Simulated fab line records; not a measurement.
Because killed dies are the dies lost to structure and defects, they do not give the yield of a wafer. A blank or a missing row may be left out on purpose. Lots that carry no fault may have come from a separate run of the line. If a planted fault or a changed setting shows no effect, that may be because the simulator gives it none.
Struck lot and sound lot, side by side	flow sfqLine	17 steps out of a route of 325
Sound: the wafers L720.1, L720.4, L720.6. The struck wafers were L734.3, L734.4, L734.6. The cause is given at the end.
Per side, at each step with rows, come the tool, then ch with its chambers, and then its first start. Under that, the readings that differ: sound wafers	struck wafers	difference of the means	sigmas: that difference in standard deviations of wafers without a fault.
alike: words and numbers the same on both sides, and readings whose means are apart by under 2 such deviations; not compared: readings that were withheld, readings missing a value for some wafer, numbers with overlapping values and no deviation given by the record, and bounds like >300 which may hide the same value.
The two part at a step that has a row with sigmas, a row that says differs or no value, or rows on one side only. Numbers that don't overlap but have no deviation are shown without sigmas and don't part them. A reading missing from all wafers of one side parts the sides only when that side holds two or more wafers.

SFQ_TRILAYER_L0_VIA_BARC_OPEN_VIA_ETCH_021: etches BARC in O2, target depth 125 nm, time 41.7 s.
  sound on rieDiel-03 ch 1,2,3, day 5 17:21; struck on rieDiel-04 ch 0,1, day 10 01:12
  alike: drypumpMotorCurrentA, oesProductAu
  not compared: rfHoursCounterH
SFQ_TRILAYER_L0_VIA_ETCH_VIA_ETCH_016: etches SiO2 in CHF3, stops on MoNx KI, target depth 80 nm.
  sound on rieDiel-03 ch 1,2,3, day 5 17:23; struck on rieDiel-04 ch 0,1, day 10 01:14
  alike: drypumpMotorCurrentA, oesProductAu
SFQ_TRILAYER_L0_VIA_STRIP_STRIP_017: strips in O2.
  sound on rieMetal-04 ch 1, day 5 17:26; struck on rieMetal-01 ch 0,1, day 10 01:29
  alike: drypumpMotorCurrentA, oesProductAu
  not compared: rfHoursCounterH
then, 2 steps without rows for these wafers: SFQ_TRILAYER_L0_VIA_STRIP_SOLV_CLEAN_018 (cleans in NMP, time 600 s); SFQ_TRILAYER_M0_DEP_PRE_CLEAN_020 (time 15 s).
SFQ_TRILAYER_M0_DEP_SPUTTER_019: material Nb, target thk 200 nm, time 133.3 s.
  sound: pvdSputter-06 at day 5 18:14; struck: pvdSputter-04 at day 10 02:05
  alike: throttleValvePct
SFQ_M0_RS_MEAS_904: the measuring method here is four-point-probe.
  sound: filmMetro-04 at day 5 18:20; struck: filmMetro-02 at day 10 02:13
reading	sound	struck	difference	sigmas
M0_NB_RS (ohm/sq)	0.903 0.907 0.903	0.874 0.872 0.875	-0.031	-3
then, 4 steps without rows for these wafers: SFQ_TRILAYER_M0_LITHO_COAT_026 (resist thk 62 nm); SFQ_TRILAYER_M0_LITHO_COAT_021 (resist thk 600 nm); SFQ_TRILAYER_M0_LITHO_SOFTBAKE_025; SFQ_TRILAYER_M0_LITHO_EXPOSE_022 (exposes mask M0, target cd 500 nm).
SFQ_TRILAYER_M0_LITHO_PEB_024: peb time 60 s.
  sound on lithoTrack-04 ch 0, day 7 06:19; struck on lithoTrack-02 ch 0, day 12 00:28
reading	sound	struck	difference	sigmas
heaterPowerTotalW (W)	79.02 79.11 79.16	83.95 84.00 83.86	+4.84	+70
  alike: resistLineTempC
then, 1 step without rows for these wafers: SFQ_TRILAYER_M0_LITHO_DEVELOP_023 (time 60 s).
SFQ_M0_OVL_MEAS_906:
  sound: overlay-02 at day 7 06:37; struck: overlay-01 at day 12 00:44
  alike: M0_OVL
SFQ_TRILAYER_M0_BARC_OPEN_METAL_ETCH_031: etches BARC in O2, target depth 125 nm, time 41.7 s.
  sound on rieMetal-02 ch 0,1, day 7 06:39; struck on rieMetal-04 ch 0,1, day 12 00:46
reading	sound	struck	difference	sigmas
model.M0.cdNm (nm)	499.7 499 499.6	526.9 527.7 525.7	+27.3	
  alike: drypumpMotorCurrentA, oesProductAu
  not compared: rfHoursCounterH
SFQ_TRILAYER_M0_ETCH_METAL_ETCH_024: etches Nb in Cl2/Ar, stops on SiO2, target depth 240 nm, time 120 s.
  sound on rieMetal-02 ch 0,1, day 7 06:43; struck on rieMetal-04 ch 0,1, day 12 00:52
reading	sound	struck	difference	sigmas
oesProductAu (a.u.)	0.883 0.883 0.893	0.904 0.901 0.910	+0.019	+2
model.M0.cdNm (nm)	499.8 499 500.9	526.6 527.2 525.4	+26.5	
  alike: drypumpMotorCurrentA
  not compared: rfHoursCounterH
SFQ_TRILAYER_M0_STRIP_STRIP_025: strips in O2.
  sound on rieMetal-02 ch 0,1, day 7 06:50; struck on rieMetal-04 ch 0,1, day 12 01:08
  alike: drypumpMotorCurrentA, oesProductAu
  not compared: rfHoursCounterH

== WHERE THEY PART ==
At SFQ_M0_RS_MEAS_904 first; at SFQ_TRILAYER_M0_ETCH_METAL_ETCH_024 last (within this record only). Later steps at which nothing parts them and some readings are alike: SFQ_TRILAYER_M0_STRIP_STRIP_025.

WHY: what the simulator had put in
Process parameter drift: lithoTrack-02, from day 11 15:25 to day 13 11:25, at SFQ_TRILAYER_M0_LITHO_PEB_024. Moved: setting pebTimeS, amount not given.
